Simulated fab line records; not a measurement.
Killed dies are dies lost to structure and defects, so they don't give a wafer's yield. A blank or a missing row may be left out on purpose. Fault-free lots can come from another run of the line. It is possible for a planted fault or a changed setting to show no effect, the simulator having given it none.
What tool caused it?    flow gf180mcu    13 lots with 39 wafers sampled at 5 steps, on a route of 602 steps

## WHAT EACH GAUGE READ, for each wafer
GF_HV_LDD_CD_MEAS_19: target cd 400 nm. Usual: cd-nm at 400.3 nm, with a standard deviation of 2.2.
lot   measured      on         cd-nm (nm)         flag
L500  day 10 17:44  cd-sem-01  399.6 399.3 399.9  
L501  day 11 05:20  cd-sem-02  399.2 398.7 398.4  
L502  day 11 06:56  cd-sem-01  398.9 397.3 396.1  
L503  day 11 14:17  cd-sem-02  399.4 398.2 397.7  
L507  day 12 18:15  cd-sem-02  400.2 398.6 396.9  
L508  day 13 00:59  cd-sem-01  400.8 400.3 401.7  
L511  day 14 04:54  cd-sem-01  402.9 401.5 402.8  
L512  day 14 16:09  cd-sem-02  401.1 401.5 399.2  
L513  day 14 20:12  cd-sem-02  402.1 402.9 402.8  
L515  day 15 08:59  cd-sem-01  401.8 400.0 400.5  
L521  day 18 02:49  cd-sem-01  401.7 401.8 401.8  
L522  day 18 06:31  cd-sem-02  401.6 400.8 399.4  
L523  day 18 17:42  cd-sem-02  403.2 403.2 403.4  

GF_PSD_RS_MEAS_14: a four-point-probe measurement. Usual: NSD_RS typically reads 46.15 ohm/sq, with standard deviation 0.083.
lot   measured      on             NSD_RS (ohm/sq)    flag
L500  day 14 04:34  film-metro-03  46.07 46.19 46.05  
L501  day 14 16:29  film-metro-04  46.21 46.15 45.95  
L502  day 14 19:59  film-metro-01  46.22 46.27 46.16  
L503  day 15 03:44  film-metro-03  46.07 46.15 46.02  
L507  day 16 10:31  film-metro-03  46.11 46.22 46.11  
L508  day 16 18:08  film-metro-01  46.25 46.28 46.19  
L511  day 18 01:07  film-metro-03  46.23 46.00 46.19  
L512  day 18 14:15  film-metro-03  42.27 42.31 42.25  OFF
L513  day 18 20:02  film-metro-01  42.45 42.30 42.24  OFF
L515  day 19 08:22  film-metro-04  42.19 42.12 42.17  OFF
L521  day 22 07:03  film-metro-01  46.17 46.19 46.21  
L522  day 22 10:37  film-metro-04  46.09 46.20 46.26  
L523  day 22 23:13  film-metro-03  46.14 46.06 45.95  

GF_PSD_RS_MEAS_15: a four-point-probe measurement. Usual: PSD_RS typically reads 108.62 ohm/sq, with standard deviation 0.28.
lot   measured      on             PSD_RS (ohm/sq)       flag
L500  day 14 04:41  film-metro-03  108.47 108.53 108.43  
L501  day 14 16:37  film-metro-04  108.42 108.61 108.47  
L502  day 14 20:07  film-metro-01  108.74 108.77 108.79  
L503  day 15 03:52  film-metro-03  108.44 108.56 108.47  
L507  day 16 10:38  film-metro-03  108.55 108.91 108.55  
L508  day 16 18:16  film-metro-01  108.83 108.94 108.90  
L511  day 18 01:14  film-metro-03  108.92 108.31 108.48  
L512  day 18 14:22  film-metro-03  97.73 97.92 98.04     OFF
L513  day 18 20:10  film-metro-01  97.44 97.55 97.37     OFF
L515  day 19 08:29  film-metro-04  97.82 97.34 97.49     OFF
L521  day 22 07:10  film-metro-01  108.90 109.00 108.63  
L522  day 22 10:44  film-metro-04  108.44 108.30 108.70  
L523  day 22 23:20  film-metro-03  108.44 108.50 108.18  

GF_SAB_OVL_MEAS_10. Usual: SAB_OVL typically reads -0.4 nm, with standard deviation 1.4.
lot   measured      on          SAB_OVL (nm)    flag
L500  day 15 01:51  overlay-02  -0.2 -0.1 -1.7  
L501  day 15 13:09  overlay-01  -4.1 -2.0 -2.2  
L502  day 15 17:17  overlay-02  1.7 1.1 1.2     
L503  day 16 02:06  overlay-02  0.3 -0.5 2.4    
L507  day 17 09:40  overlay-02  -1.6 -2.4 -3.3  
L508  day 17 17:20  overlay-02  0.6 0.1 -0.1    
L511  day 19 00:36  overlay-02  -1.2 -0.3 -0.9  
L512  day 19 13:55  overlay-01  -0.2 -0.6 -0.6  
L513  day 19 20:27  overlay-02  -0.7 0.5 -0.9   
L515  day 20 08:57  overlay-01  0.2 -1.9 0.2    
L521  day 23 06:50  overlay-01  0.1 -0.7 0.3    
L522  day 23 09:07  overlay-02  -0.7 -0.5 -0.3  
L523  day 23 22:13  overlay-01  -0.8 -3.3 -0.7  

## EACH LOT AND THE TOOL THAT RAN IT (in order: tool; ch and the chambers of the sampled wafers; start)
lot   GF_PSD_RTA_13
L500  rtp-anneal-02 ch 0, day 14 04:29
L501  rtp-anneal-02 ch 0, day 14 16:23
L502  rtp-anneal-02 ch 0, day 14 19:54
L503  rtp-anneal-01 ch 0, day 15 03:38
L507  rtp-anneal-02 ch 0, day 16 10:26
L508  rtp-anneal-01 ch 0, day 16 18:03
L511  rtp-anneal-02 ch 0, day 18 01:01
L512  rtp-anneal-02 ch 0, day 18 14:10
L513  rtp-anneal-02 ch 0, day 18 19:56
L515  rtp-anneal-02 ch 0, day 19 08:17
L521  rtp-anneal-01 ch 0, day 22 06:58
L522  rtp-anneal-02 ch 0, day 22 10:32
L523  rtp-anneal-02 ch 0, day 22 23:08
- GF_PSD_RTA_13: time 20 s.

## WHAT THE TOOLS THEMSELVES READ (means of the sampled wafers that have a number; where no wafer has one, the mark that the record gives instead)
GF_PSD_RTA_13. Usual: lamp-power-pct 33 %, standard deviation 3.9; wafer_temp_C_max 1032.3, standard deviation 1.6.
lot   tool           lamp-power-pct (%)  wafer_temp_C_max  flag
L500  rtp-anneal-02  30                  1034.0            
L501  rtp-anneal-02  30                  1031.8            
L502  rtp-anneal-02  30                  1033.2            
L503  rtp-anneal-01  38                  1030.7            
L507  rtp-anneal-02  30                  1034.5            
L508  rtp-anneal-01  38                  1031.6            
L511  rtp-anneal-02  30                  1031.4            
L512  rtp-anneal-02  32                  1032.1            
L513  rtp-anneal-02  32                  1032.7            
L515  rtp-anneal-02  32                  1033.8            
L521  rtp-anneal-01  38                  1030.8            
L522  rtp-anneal-02  30                  1033.1            
L523  rtp-anneal-02  30                  1032.2            

## THE ANSWER, worked out from the rows above alone
Rule: take the mean of a lot's wafers that have a number; if it is more than 3 standard deviations from the usual mean, the lot is off. Also off: a lot with no number at a reading for which 4 or more lots have one. All remaining lots with rows at the step are treated as sound. After the gauges, taken in route order, come the tools' own readings; for these a lot's mean is taken, as printed above. At the first step where some lot is off, the reading lying furthest off is the one used; lots without a number count as furthest.
Off: L512, L513, L515, at GF_PSD_RS_MEAS_14 (NSD_RS).
A tool fits if, at a process step before that reading, it ran every lot that is off, and no sound lot after the first of them. The gauges at GF_PSD_RS_MEAS_14 are tried like those tools. None of those tried fits.

## WHAT WAS PUT IN BY THE SIMULATOR
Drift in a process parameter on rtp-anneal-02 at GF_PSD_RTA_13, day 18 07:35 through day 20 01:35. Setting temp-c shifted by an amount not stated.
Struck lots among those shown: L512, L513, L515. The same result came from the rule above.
